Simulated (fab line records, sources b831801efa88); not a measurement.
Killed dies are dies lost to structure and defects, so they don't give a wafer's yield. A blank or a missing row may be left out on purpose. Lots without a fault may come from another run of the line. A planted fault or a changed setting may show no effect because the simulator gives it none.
Chamber matching | flow gf180mcu | GF_CONTACT_CMP_27 on cmp-02: 4 sister chambers
The step polishes, stops on SiO2, t overpolish 15 s, target thk 0 nm. 20 wafers are shown with their chamber, then 10 later ones without.

WAFERS WITH THEIR CHAMBER
wafer  | chamber | motor_current_A (A) | time_to_endpoint_s (s) | slurry_flow_ml_min
L808.2 | 2       | 10.4                | 79                     | 150.7
L808.3 | 3       | 10.2                | 69                     | 149.9
L808.5 | 1       | 11.9                | 71                     | 150.1
L809.1 | 3       | 10.2                | 67                     | 149.9
L809.2 | 2       | 11.4                | 76                     | 150.3
L809.3 | 0       | 10.1                | 73                     | 149.2
L812.2 | 3       | 10.9                | 69                     | 149.5
L812.3 | 0       | 10.5                | 74                     | 150.3
L812.6 | 3       | 11.3                | 73                     | 150.0
L814.3 | 0       | 10.3                | 74                     | 149.8
L814.4 | 1       | 11.5                | 73                     | 150.6
L814.6 | 0       | 10.3                | 76                     | 150.2
L816.3 | 2       | 11.5                | 79                     | 149.5
L816.4 | 0       | 10.2                | 77                     | 150.4
L816.6 | 3       | 10.6                | 71                     | 149.8
L819.1 | 0       | 10.3                | 70                     | 150.0
L819.5 | 3       | 11.1                | 66                     | 149.0
L819.6 | 0       | 10.4                | 73                     | 149.9
L824.1 | 0       | 10.2                | 79                     | 150.5
L824.3 | 3       | 10.5                | 74                     | 150.0

SIGNATURES (means of the wafers above)
reading            | chamber 0 | chamber 1 | chamber 2 | chamber 3 | scatter within a chamber
motor_current_A    | 10.287    | 11.700    | 11.100    | 10.686    | 0.357
time_to_endpoint_s | 74.50     | 72.00     | 78.00     | 69.86     | 2.68
slurry_flow_ml_min | 150.037   | 150.350   | 150.167   | 149.729   | 0.425
Rule: a wafer's distance from a chamber is the root of the sum, over the readings, of the square of ((its reading less the chamber's mean) divided by the reading's scatter). The wafer belongs to the nearest chamber; if the next one is less than 2 further off, it can't be placed. The scatter: the root of (the sum of the squares of (reading less its chamber's mean) over the shown wafers, divided by (wafers less chambers)).

WAFERS WITHOUT THEIR CHAMBER
wafer  | motor_current_A (A) | time_to_endpoint_s (s) | slurry_flow_ml_min
L824.4 | 11.8                | 65                     | 149.5
L826.4 | 10.7                | 62                     | 149.9
L826.5 | 11.5                | 67                     | 150.6
L826.6 | 11.3                | 80                     | 149.9
L830.1 | 10.1                | 69                     | 149.8
L830.3 | 11.3                | 69                     | 150.2
L830.4 | 10.9                | 66                     | 150.2
L831.1 | 10.5                | 74                     | 150.0
L831.2 | 10.4                | 68                     | 150.8
L831.5 | 11.0                | 73                     | 150.1

WHICH CHAMBER EACH WENT THROUGH
wafer  | from the rows above               | in truth
L824.4 | can't be placed: 1 or 3           | 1
L826.4 | can't be placed: 3 or 1 or 0      | 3
L826.5 | can't be placed: 1 or 3           | 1
L826.6 | 2                                 | 2
L830.1 | can't be placed: 3 or 0           | 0
L830.3 | can't be placed: 1 or 3 or 2 or 0 | 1
L830.4 | can't be placed: 3 or 1 or 0      | 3
L831.1 | can't be placed: 0 or 3 or 2      | 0
L831.2 | can't be placed: 3 or 0 or 1 or 2 | 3
L831.5 | can't be placed: 3 or 2 or 0 or 1 | 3
Placed correctly: 1 of 10. Can't be placed from these rows: 9 (the true chamber is among the candidates in 9). Placed wrongly: 0.
